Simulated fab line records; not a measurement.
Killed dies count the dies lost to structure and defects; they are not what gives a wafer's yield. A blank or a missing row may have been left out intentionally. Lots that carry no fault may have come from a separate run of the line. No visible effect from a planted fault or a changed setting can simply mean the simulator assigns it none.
A lot that was struck, set against a sound lot    flow sky130    15 steps out of a route of 708
Sound: these wafers, L462.2, L462.3, L462.4. Wafers struck: L459.2, L459.4, L459.5. The cause comes at the end.
For every step that has rows: the tool of each side, followed by ch and its chambers, followed by its first start. Under that, the readings that differ: sound wafers    struck wafers    difference of the means    sigmas: that difference in standard deviations of wafers without a fault.
alike: readings whose means differ by less than 2 such deviations, and words and numbers that are the same on both sides. not compared: withheld readings, readings that some wafer has no value for, bounds like >300 that may hide the same value, and numbers for which the record gives no deviation and whose values overlap.
A row with sigmas, a row that says differs or no value, or rows on one side alone: a step with any of these is where the two part. Numbers that have no deviation but don't overlap get no sigmas and don't part them. Lack of a reading on every wafer of one side parts them only where that side has two or more wafers.

SKY_NWELL_TW_MEAS_15:
  sound on film metro-03, day 8 09:26; struck on film metro-01, day 7 17:36
  alike: NWELL_TW
then, 7 steps without rows for these wafers: SKY_NWELL_DEHYDRATE_16 (time 60 s); SKY_NWELL_HMDS_17 (prime time 60 s); SKY_NWELL_COAT_18 (resist thk 3000 nm); SKY_NWELL_SOFTBAKE_19; SKY_NWELL_EXPOSE_20 (exposes mask NWM COMPLEMENT, target cd 840 nm); SKY_NWELL_PEB_21; SKY_NWELL_DEVELOP_22 (develop time 60 s).
SKY_NWELL_OVL_MEAS_23:
  sound on overlay-01, day 9 06:16; struck on overlay-02, day 8 14:04
  alike: NWELL_01_OVL
after that, 1 step had no rows for these wafers: SKY_NWELL_IMPLANT_24.
SKY_NWELL_STRIP_25: strips in O2/N2.
  sound on plasma asher-03 ch 0,1, day 9 06:26; struck on plasma asher-02 ch 0,1, day 8 14:14
  alike: drypump motor current A, n2 flow sccm, oes product au, strip time to endpoint s
  not compared: rf hours counter h
SKY_NWELL_TW_MEAS_26:
  sound on film metro-04, day 9 06:33; struck on film metro-04, day 8 14:21
  alike: NWELL_2_TW
SKY_NWELL_CLEAN_27: cleans in SC1/SC2, time 150 s.
  sound on wet bench-04 ch 1, day 9 06:36; struck on wet bench-03 ch 3, day 8 14:24
reading                 sound           struck          difference  sigmas
bath heat duty pct (%)  11.1 11.0 11.7  15.8 15.6 15.2  +4.3        +3
run length s (s)        176 176 176     91 91 91        -85         -23
SKY_NWELL_RTA_28: time 30 s.
  sound on rtp anneal-02 ch 0, day 9 06:40; struck on rtp anneal-01 ch 0, day 8 14:32
  alike: lamp power pct, wafer_temp_C_max
-- the record jumps here: 40 days lie between the struck wafers' starts before and after (it left off in module NWELL and takes up again in module PAD_OPEN, whose first step shown is number 708 of the route) --
SKY_PAD_OPEN_PROBE_99:
  sound on prober-02, day 49 13:46; struck on prober-01, day 49 00:31
reading       sound     struck    difference  sigmas
killed short  36 35 34  40 51 56  +14         +2
  alike: killed_at_M0_to_M3, killed_at_M4_up, killed at contacts, killed at front end, killed at other, killed dies, killed open
  not compared: model.etest.cap thick oxide.gate bv v

== WHERE THEY PART ==
At SKY_NWELL_CLEAN_27 first; at SKY_PAD_OPEN_PROBE_99 last (within this record only).

WHY: what had been put in by the simulator
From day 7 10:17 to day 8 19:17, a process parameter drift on wet bench-03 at SKY_NWELL_CLEAN_27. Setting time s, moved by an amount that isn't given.
